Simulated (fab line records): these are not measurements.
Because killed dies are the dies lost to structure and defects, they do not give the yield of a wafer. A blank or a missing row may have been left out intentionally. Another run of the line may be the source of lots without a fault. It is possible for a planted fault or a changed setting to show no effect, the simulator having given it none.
The tool behind it: which one? / flow sky130 / Sampling: 11 lots, 33 wafers, 3 of 708 route steps

## WHAT THE GAUGES SHOWED, per wafer
SKY_METAL4_CD_MEAS_13 targets a cd of 300 nm. Usual: cd nm 300.1 nm, standard deviation 1.4.
lot=L214; measured=day 41 21:27; on=cd sem-02; cd nm (nm)=299.5 299.4 299.7; flag=
lot=L217; measured=day 43 09:27; on=cd sem-02; cd nm (nm)=298.6 299.1 298.2; flag=
lot=L218; measured=day 43 20:05; on=cd sem-02; cd nm (nm)=301.8 300.6 300.8; flag=
lot=L221; measured=day 44 01:25; on=cd sem-01; cd nm (nm)=298.5 300.5 300.1; flag=
lot=L224; measured=day 44 18:25; on=cd sem-02; cd nm (nm)=300.8 301.1 300.1; flag=
lot=L225; measured=day 44 20:27; on=cd sem-02; cd nm (nm)=299.5 300.8 300.8; flag=
lot=L226; measured=day 45 06:01; on=cd sem-02; cd nm (nm)=299.4 300.3 302.0; flag=
lot=L228; measured=day 45 16:22; on=cd sem-02; cd nm (nm)=314.8 314.1 316.0; flag=OFF
lot=L229; measured=day 46 00:40; on=cd sem-02; cd nm (nm)=316.5 316.1 317.0; flag=OFF
lot=L230; measured=day 46 03:41; on=cd sem-02; cd nm (nm)=312.4 313.1 311.9; flag=OFF
lot=L231; measured=day 46 14:07; on=cd sem-01; cd nm (nm)=310.7 311.7 310.3; flag=OFF

## WHAT TOOL EACH LOT RAN ON (gives the tool, then ch and the chambers of the sampled wafers, and finally the start)
lot=L214; SKY_METAL4_SPUTTER_04=pvd sputter-03, day 39 19:21; SKY_METAL4_EXPOSE_10=krf scanner-01 ch 0, day 41 10:19
lot=L217; SKY_METAL4_SPUTTER_04=pvd sputter-02, day 41 10:21; SKY_METAL4_EXPOSE_10=krf scanner-02 ch 0, day 42 21:58
lot=L218; SKY_METAL4_SPUTTER_04=pvd sputter-04, day 41 20:49; SKY_METAL4_EXPOSE_10=krf scanner-02 ch 0, day 43 09:04
lot=L221; SKY_METAL4_SPUTTER_04=pvd sputter-03, day 42 01:19; SKY_METAL4_EXPOSE_10=krf scanner-01 ch 0, day 43 14:14
lot=L224; SKY_METAL4_SPUTTER_04=pvd sputter-03, day 42 19:20; SKY_METAL4_EXPOSE_10=krf scanner-01 ch 0, day 44 06:41
lot=L225; SKY_METAL4_SPUTTER_04=pvd sputter-03, day 42 21:43; SKY_METAL4_EXPOSE_10=krf scanner-01 ch 0, day 44 08:57
lot=L226; SKY_METAL4_SPUTTER_04=pvd sputter-04, day 43 07:45; SKY_METAL4_EXPOSE_10=krf scanner-01 ch 0, day 44 19:52
lot=L228; SKY_METAL4_SPUTTER_04=pvd sputter-02, day 43 19:10; SKY_METAL4_EXPOSE_10=krf scanner-01 ch 0, day 45 05:37
lot=L229; SKY_METAL4_SPUTTER_04=pvd sputter-03, day 44 04:14; SKY_METAL4_EXPOSE_10=krf scanner-01 ch 0, day 45 15:22
lot=L230; SKY_METAL4_SPUTTER_04=pvd sputter-04, day 44 06:50; SKY_METAL4_EXPOSE_10=krf scanner-01 ch 0, day 45 17:56
lot=L231; SKY_METAL4_SPUTTER_04=pvd sputter-03, day 44 18:58; SKY_METAL4_EXPOSE_10=krf scanner-01 ch 0, day 46 03:10
- SKY_METAL4_SPUTTER_04: material TiN, target thk 70 nm, time 58.3 s.
- SKY_METAL4_EXPOSE_10: exposes mask MM4, target cd 300 nm.

## AS READ BY THE TOOLS THEMSELVES (means over the sampled wafers that have a number; for cases with no such wafer, the mark the record gives instead)
SKY_METAL4_SPUTTER_04. Usual: throttle valve pct 29.6 %, standard deviation 1.3.
lot=L214; tool=pvd sputter-03; throttle valve pct (%)=30.2; flag=
lot=L217; tool=pvd sputter-02; throttle valve pct (%)=30.8; flag=
lot=L218; tool=pvd sputter-04; throttle valve pct (%)=29.8; flag=
lot=L221; tool=pvd sputter-03; throttle valve pct (%)=30.4; flag=
lot=L224; tool=pvd sputter-03; throttle valve pct (%)=29.9; flag=
lot=L225; tool=pvd sputter-03; throttle valve pct (%)=30.2; flag=
lot=L226; tool=pvd sputter-04; throttle valve pct (%)=28.4; flag=
lot=L228; tool=pvd sputter-02; throttle valve pct (%)=30.3; flag=
lot=L229; tool=pvd sputter-03; throttle valve pct (%)=30.6; flag=
lot=L230; tool=pvd sputter-04; throttle valve pct (%)=28.8; flag=
lot=L231; tool=pvd sputter-03; throttle valve pct (%)=30.2; flag=

SKY_METAL4_EXPOSE_10. Usual: exposure dose mJ cm2 27.999, standard deviation 0.028.
lot=L214; tool=krf scanner-01; exposure dose mJ cm2=28.025; flag=
lot=L217; tool=krf scanner-02; exposure dose mJ cm2=28.023; flag=
lot=L218; tool=krf scanner-02; exposure dose mJ cm2=28.029; flag=
lot=L221; tool=krf scanner-01; exposure dose mJ cm2=28.047; flag=
lot=L224; tool=krf scanner-01; exposure dose mJ cm2=27.981; flag=
lot=L225; tool=krf scanner-01; exposure dose mJ cm2=28.021; flag=
lot=L226; tool=krf scanner-01; exposure dose mJ cm2=27.992; flag=
lot=L228; tool=krf scanner-01; exposure dose mJ cm2=25.562; flag=OFF
lot=L229; tool=krf scanner-01; exposure dose mJ cm2=25.523; flag=OFF
lot=L230; tool=krf scanner-01; exposure dose mJ cm2=26.051; flag=OFF
lot=L231; tool=krf scanner-01; exposure dose mJ cm2=26.476; flag=OFF

## THE ANSWER, worked out from the rows above alone
Rule: lot off if the mean of its wafers having a number is beyond 3 standard deviations from the usual mean. A lot without any number at a reading at which 4 lots or more have one is off too. The other lots that the step has rows for count as sound. Order of review: gauges by route order, followed by the tools' own readings, for which a lot's mean as printed above is used. The first step at which some lot is off is used, and at that step the reading that is off furthest; a lot without a number counts as furthest.
Off: L228, L229, L230, L231, at SKY_METAL4_CD_MEAS_13 (cd nm).
If a tool, at a process step before that reading, ran all the lots that are off and no sound lot after the first of them, it fits. The gauges at SKY_METAL4_CD_MEAS_13 aren't tried: what is off there is off at SKY_METAL4_EXPOSE_10 too, on other tools, and a gauge's error can't cause that. One fits: krf scanner-01 at SKY_METAL4_EXPOSE_10. Its last sound lot is L226 (day 44 19:52), its first lot that is off L228 (day 45 05:37): a fault that began between those two fits.
The tool's own readings at SKY_METAL4_EXPOSE_10 bear it out: on the lots that are off they differ by more than 5 times the standard deviation of the sound lots' means. exposure dose mJ cm2 reads 25.903 there against 28.017 on the sound lots.

## WHAT HAD BEEN PUT IN BY THE SIMULATOR
Drift in process parameters on krf scanner-01 at SKY_METAL4_EXPOSE_10, starting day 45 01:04. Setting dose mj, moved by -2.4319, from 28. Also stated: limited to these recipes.
Lots struck among those shown: L228, L229, L230, L231. Same finding as the rule above.
